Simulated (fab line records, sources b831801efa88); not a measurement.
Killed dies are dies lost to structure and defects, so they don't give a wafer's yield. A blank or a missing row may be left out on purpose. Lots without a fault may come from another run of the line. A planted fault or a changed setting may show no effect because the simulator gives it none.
A sampling plan put to the test | flow sfq_line | one fab line, 21 faults that these records tell of, each judged on the records of the lots that it struck
The plan is the line's own looks: the steps of the route at which a gauge or an inspection reads the wafer and doesn't change it. A look can be judged if struck wafers have a number there and the file gives its usual mean and standard deviation on fault-free wafers. Caught: at a look after the fault's first step, the mean of the struck wafers lies 4 or more of those standard deviations (sigma) from the usual mean. On the tool: the same test on the tool's own readings at the fault's steps. Another recipe on the struck wafers, or a record that is blank for them alone, also counts as caught.

THE FAULTS, as the simulator had put them in
1. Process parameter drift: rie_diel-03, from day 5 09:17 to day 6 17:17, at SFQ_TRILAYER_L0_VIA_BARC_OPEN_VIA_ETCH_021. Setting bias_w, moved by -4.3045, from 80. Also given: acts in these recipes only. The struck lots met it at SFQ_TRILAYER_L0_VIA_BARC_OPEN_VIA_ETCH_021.
2. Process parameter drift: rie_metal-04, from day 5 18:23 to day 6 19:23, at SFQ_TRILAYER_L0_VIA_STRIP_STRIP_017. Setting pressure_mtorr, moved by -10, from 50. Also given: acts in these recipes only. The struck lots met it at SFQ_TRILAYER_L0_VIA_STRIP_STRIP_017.
3. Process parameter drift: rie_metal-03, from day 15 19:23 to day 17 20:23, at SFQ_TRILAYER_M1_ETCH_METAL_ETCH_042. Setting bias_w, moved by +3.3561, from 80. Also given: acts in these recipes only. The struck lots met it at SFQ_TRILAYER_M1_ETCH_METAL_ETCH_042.
4. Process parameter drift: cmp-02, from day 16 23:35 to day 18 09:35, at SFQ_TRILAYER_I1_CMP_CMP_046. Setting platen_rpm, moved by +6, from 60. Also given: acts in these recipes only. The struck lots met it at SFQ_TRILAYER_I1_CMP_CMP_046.
5. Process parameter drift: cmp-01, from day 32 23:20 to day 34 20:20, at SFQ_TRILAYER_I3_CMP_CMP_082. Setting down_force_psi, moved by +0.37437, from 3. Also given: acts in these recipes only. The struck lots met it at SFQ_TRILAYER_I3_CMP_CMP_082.
6. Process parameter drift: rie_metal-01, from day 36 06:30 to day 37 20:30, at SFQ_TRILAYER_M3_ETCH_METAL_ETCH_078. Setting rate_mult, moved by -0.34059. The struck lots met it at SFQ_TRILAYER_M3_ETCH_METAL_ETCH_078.
7. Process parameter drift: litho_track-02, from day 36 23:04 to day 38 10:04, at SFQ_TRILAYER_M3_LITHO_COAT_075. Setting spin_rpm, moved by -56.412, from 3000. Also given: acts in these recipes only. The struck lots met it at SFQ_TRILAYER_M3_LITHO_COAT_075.
8. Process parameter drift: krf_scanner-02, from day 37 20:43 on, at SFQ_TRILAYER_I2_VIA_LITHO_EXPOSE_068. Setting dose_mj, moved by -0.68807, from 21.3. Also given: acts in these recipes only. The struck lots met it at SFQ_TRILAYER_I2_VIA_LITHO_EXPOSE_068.
9. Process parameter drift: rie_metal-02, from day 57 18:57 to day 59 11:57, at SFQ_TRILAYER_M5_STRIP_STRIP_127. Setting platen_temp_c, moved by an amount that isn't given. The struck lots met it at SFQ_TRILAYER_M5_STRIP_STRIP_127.
10. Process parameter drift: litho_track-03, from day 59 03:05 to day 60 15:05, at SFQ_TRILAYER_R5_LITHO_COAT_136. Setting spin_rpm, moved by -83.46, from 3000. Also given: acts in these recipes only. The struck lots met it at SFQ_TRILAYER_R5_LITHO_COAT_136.
11. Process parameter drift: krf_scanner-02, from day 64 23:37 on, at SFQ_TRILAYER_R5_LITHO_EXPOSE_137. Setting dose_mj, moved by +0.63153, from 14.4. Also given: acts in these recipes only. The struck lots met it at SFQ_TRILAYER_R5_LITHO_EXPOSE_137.
12. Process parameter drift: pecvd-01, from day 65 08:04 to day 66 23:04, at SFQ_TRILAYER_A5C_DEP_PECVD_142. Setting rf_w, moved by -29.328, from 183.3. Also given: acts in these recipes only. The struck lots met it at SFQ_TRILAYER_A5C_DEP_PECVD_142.
13. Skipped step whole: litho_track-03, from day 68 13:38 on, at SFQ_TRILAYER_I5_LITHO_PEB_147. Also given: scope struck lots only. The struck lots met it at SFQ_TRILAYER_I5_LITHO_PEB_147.
14. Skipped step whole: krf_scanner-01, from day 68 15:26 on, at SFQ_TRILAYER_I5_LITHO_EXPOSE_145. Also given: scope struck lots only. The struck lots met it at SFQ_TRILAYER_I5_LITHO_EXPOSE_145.
15. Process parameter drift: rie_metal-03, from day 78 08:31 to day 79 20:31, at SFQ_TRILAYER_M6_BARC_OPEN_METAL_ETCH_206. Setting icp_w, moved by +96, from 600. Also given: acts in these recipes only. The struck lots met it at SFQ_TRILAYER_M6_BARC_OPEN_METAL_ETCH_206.
16. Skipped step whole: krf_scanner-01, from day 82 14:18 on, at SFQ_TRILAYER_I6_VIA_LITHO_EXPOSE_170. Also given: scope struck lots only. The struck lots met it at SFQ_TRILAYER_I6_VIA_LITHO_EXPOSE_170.
17. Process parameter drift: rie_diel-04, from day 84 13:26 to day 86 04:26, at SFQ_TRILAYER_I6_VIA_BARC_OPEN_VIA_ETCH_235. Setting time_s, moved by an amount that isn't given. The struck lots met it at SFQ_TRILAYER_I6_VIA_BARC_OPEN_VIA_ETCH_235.
18. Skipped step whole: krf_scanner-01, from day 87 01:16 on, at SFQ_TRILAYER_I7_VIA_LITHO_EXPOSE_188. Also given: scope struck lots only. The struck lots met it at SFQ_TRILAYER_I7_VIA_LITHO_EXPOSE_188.
19. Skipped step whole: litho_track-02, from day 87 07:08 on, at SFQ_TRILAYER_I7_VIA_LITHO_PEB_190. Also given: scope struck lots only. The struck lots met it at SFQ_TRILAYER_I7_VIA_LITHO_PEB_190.
20. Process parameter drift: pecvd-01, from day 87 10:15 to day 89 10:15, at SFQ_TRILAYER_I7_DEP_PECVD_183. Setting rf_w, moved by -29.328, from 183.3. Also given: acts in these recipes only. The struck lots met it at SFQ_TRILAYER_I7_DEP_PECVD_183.
21. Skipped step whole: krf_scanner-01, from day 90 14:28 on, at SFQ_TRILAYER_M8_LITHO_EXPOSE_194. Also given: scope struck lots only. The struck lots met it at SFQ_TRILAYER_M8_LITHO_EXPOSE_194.

WHAT THE PLAN SAW
fault | on the tool itself                               | first look that catches it                   | reading, sigma | median hours from its first step to that look | hours from the fault's start to the first struck lot there | judged looks passed uncaught
1     | bias_w -18 sigma                                 | not the one look that can be judged after it | -              | -                                             | -                                                          | 1
2     | chamber_pressure_mTorr -99 or beyond sigma       | not the one look that can be judged after it | -              | -                                             | -                                                          | 1
3     | bias_w +14 sigma                                 | no look after it can be judged               | -              | -                                             | -                                                          | 0
4     | platen_rpm +99 or beyond sigma                   | no look after it can be judged               | -              | -                                             | -                                                          | 0
5     | head_pressure_psi +57 sigma                      | no look after it can be judged               | -              | -                                             | -                                                          | 0
6     | oes_product_au -13 sigma                         | no look after it can be judged               | -              | -                                             | -                                                          | 0
7     | spin_speed_rpm -25 sigma                         | not the one look that can be judged after it | -              | -                                             | -                                                          | 1
8     | exposure_dose_mJ_cm2 -34 sigma                   | no look after it can be judged               | -              | -                                             | -                                                          | 0
9     | platen_temp_c -4.4 sigma                         | no look after it can be judged               | -              | -                                             | -                                                          | 0
10    | spin_speed_rpm -42 sigma                         | no look after it can be judged               | -              | -                                             | -                                                          | 0
11    | exposure_dose_mJ_cm2 +41 sigma                   | not the one look that can be judged after it | -              | -                                             | -                                                          | 1
12    | rf_fwd_power_W -26 sigma                         | no look after it can be judged               | -              | -                                             | -                                                          | 0
13    | the tool's record is blank for the struck wafers | no look after it can be judged               | -              | -                                             | -                                                          | 0
14    | no reading that can be judged                    | no look after it can be judged               | -              | -                                             | -                                                          | 0
15    | rf_fwd_power_W +43 sigma                         | no look after it can be judged               | -              | -                                             | -                                                          | 0
16    | no reading that can be judged                    | no look after it can be judged               | -              | -                                             | -                                                          | 0
17    | oes_product_au +52 sigma                         | no look after it can be judged               | -              | -                                             | -                                                          | 0
18    | no reading that can be judged                    | no look after it can be judged               | -              | -                                             | -                                                          | 0
19    | the tool's record is blank for the struck wafers | not the one look that can be judged after it | -              | -                                             | -                                                          | 1
20    | rf_fwd_power_W -52 sigma                         | not the one look that can be judged after it | -              | -                                             | -                                                          | 1
21    | no reading that can be judged                    | no look after it can be judged               | -              | -                                             | -                                                          | 0
A dash: the fault isn't caught, or these records don't give the number.

Caught at a look: 0 of 21. Caught on the tool: 17 of 21. By one or the other: 17 of 21.
Caught on the tool alone: faults 1, 2, 3, 4, 5, 6, 7, 8, 9, 10, 11, 12, 13, 15, 17, 19, 20.
Caught by neither: faults 14, 16, 18, 21.
